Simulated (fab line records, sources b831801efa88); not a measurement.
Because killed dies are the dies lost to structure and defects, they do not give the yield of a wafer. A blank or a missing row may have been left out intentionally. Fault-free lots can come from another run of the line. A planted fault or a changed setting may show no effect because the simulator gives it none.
Split-lot trial + flow sky130 + on a route of 708 steps: 5 lots, 23 wafers read

## THE SPLIT ITSELF
At SKY_NWELL_IMPLANT_11, the setting energy-kev was moved away from the recipe's 400 on 11 of the 23 wafers read, by -3.9% to +2.9%. For the rest of the wafers, this setting stayed at what the recipe calls for.

## FROM THE SPLIT TO THE READING: what the file shows between them, 8 steps
- SKY_NWELL_SOFTBAKE_19 (also split here: temp-c)
- SKY_NWELL_EXPOSE_20: exposes mask NWM COMPLEMENT, target cd 840 nm
- SKY_NWELL_PEB_21
- SKY_NWELL_DEVELOP_22: develop time 60 s
- SKY_NWELL_IMPLANT_24
- SKY_NWELL_STRIP_25: strips in O2/N2
- SKY_NWELL_CLEAN_27: cleans in SC1/SC2, time 150 s
- SKY_NWELL_RTA_28: time 30 s

## THE READING
NWELL_RS (ohm/sq), read at SKY_NWELL_RS_MEAS_29 with a four-point probe. Fault-free wafers of this fab line usually give 624.2 ohm/sq, standard deviation 1.7 ohm/sq.

| wafer  | tool, chamber at the split | energy-kev as run | against the recipe | NWELL_RS, ohm/sq | against lot-mates on the recipe |
|--------|----------------------------|-------------------|--------------------|------------------|---------------------------------|
| L075.1 | implanter-01, 0            | 393               | -1.7%              | 629.8            | +5.3                            |
| L075.2 | implanter-01, 0            | 393               | -1.7%              | 626.9            | +2.4                            |
| L075.4 | implanter-01, 0            | 400               | recipe             | 623.4            | -                               |
| L075.5 | implanter-01, 0            | 400               | recipe             | 625.5            | -                               |
| L075.6 | implanter-01, 0            | 393               | -1.7%              | 628.8            | +4.3                            |
| L078.1 | implanter-04, 0            | 400               | recipe             | 624.2            | -                               |
| L078.4 | implanter-04, 0            | 400               | recipe             | 625.4            | -                               |
| L078.6 | implanter-04, 0            | 400               | recipe             | 623.8            | -                               |
| L079.1 | implanter-04, 0            | 411.6             | +2.9%              | 616.5            | -5.8                            |
| L079.3 | implanter-04, 0            | 400               | recipe             | 623.1            | -                               |
| L079.4 | implanter-04, 0            | 411.6             | +2.9%              | 620.0            | -2.3                            |
| L079.5 | implanter-04, 0            | 400               | recipe             | 621.5            | -                               |
| L079.6 | implanter-04, 0            | 411.6             | +2.9%              | 619.0            | -3.3                            |
| L084.1 | implanter-04, 0            | 384.4             | -3.9%              | 627.5            | +4.9                            |
| L084.3 | implanter-04, 0            | 400               | recipe             | 622.4            | -                               |
| L084.4 | implanter-04, 0            | 400               | recipe             | 622.9            | -                               |
| L084.5 | implanter-04, 0            | 384.4             | -3.9%              | 628.8            | +6.1                            |
| L084.6 | implanter-04, 0            | 384.4             | -3.9%              | 626.7            | +4.1                            |
| L085.1 | implanter-04, 0            | 400               | recipe             | 624.5            | -                               |
| L085.2 | implanter-04, 0            | 384.3             | -3.9%              | 630.2            | +6.8                            |
| L085.3 | implanter-04, 0            | 400               | recipe             | 622.1            | -                               |
| L085.4 | implanter-04, 0            | 384.3             | -3.9%              | 627.7            | +4.3                            |
| L085.6 | implanter-04, 0            | 400               | recipe             | 623.6            | -                               |

THE FIT
A straight line over all 23 wafers: NWELL_RS changes by -1.45 ohm/sq for each +1% of energy-kev; r = -0.88; the points scatter about the line by 1.7 ohm/sq.
The same after taking each lot's own level away (the mean of its wafers on the recipe; 23 wafers): -1.38 ohm/sq for each +1%; r = -0.93; scatter 1.2 ohm/sq.
Per that fit: largest energy-kev move, reading shift of 5.4 ohm/sq.
The lots' own levels span 622.30 to 624.47 ohm/sq, that is 1.3 times the standard deviation above.
Consequently the slope shifts little with the lot-to-lot level, the two slopes agreeing.
Check: +5.43 ohm/sq against its lot-mates is what the line predicts for one of the wafers moved furthest among these (-3.9%) when that wafer is left out of the fit. Against them it came out at +6.8 ohm/sq.

## THE OTHER SPLITS THESE WAFERS WENT THROUGH
Before the reading, these wafers also passed through other splits. Each is held against what the fit with the lots' levels taken away leaves over:
| other split on the same wafers       | wafers away from the commonest value | r with NWELL_RS (lot level and that fit taken away) |
|--------------------------------------|--------------------------------------|-----------------------------------------------------|
| SKY_FIELD_ISO_OXIDATION_01 ox-time-s | 15                                   | -0.28                                               |
| SKY_FIELD_ISO_EXPOSE_10 dose-mj      | 6                                    | -0.28                                               |
| SKY_NWELL_SOFTBAKE_19 temp-c         | 11                                   | +0.01                                               |

## THE WHOLE CHAIN: every reading that the file lists as answering this split, in the file's order
| step                 | what it does                 | reading                                                         | change (the file's fit)               | r (the file's) |
|----------------------|------------------------------|-----------------------------------------------------------------|---------------------------------------|----------------|
| SKY_NWELL_IMPLANT_11 |                              | implant.rp-nm (the simulator's own value, which no gauge read)  | +4.5 nm for each +1% of the setting   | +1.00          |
| SKY_NWELL_IMPLANT_11 |                              | implant.drp-nm (the simulator's own value, which no gauge read) | +0.627 nm for each +1% of the setting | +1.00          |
| SKY_NWELL_RS_MEAS_29 | measures by four-point-probe | NWELL_RS                                                        | -1.41 for each +1% of the setting     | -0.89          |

## FILE'S OWN FIT
NWELL_RS changes by -1.41 ohm/sq for each +1% of energy-kev, r = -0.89.
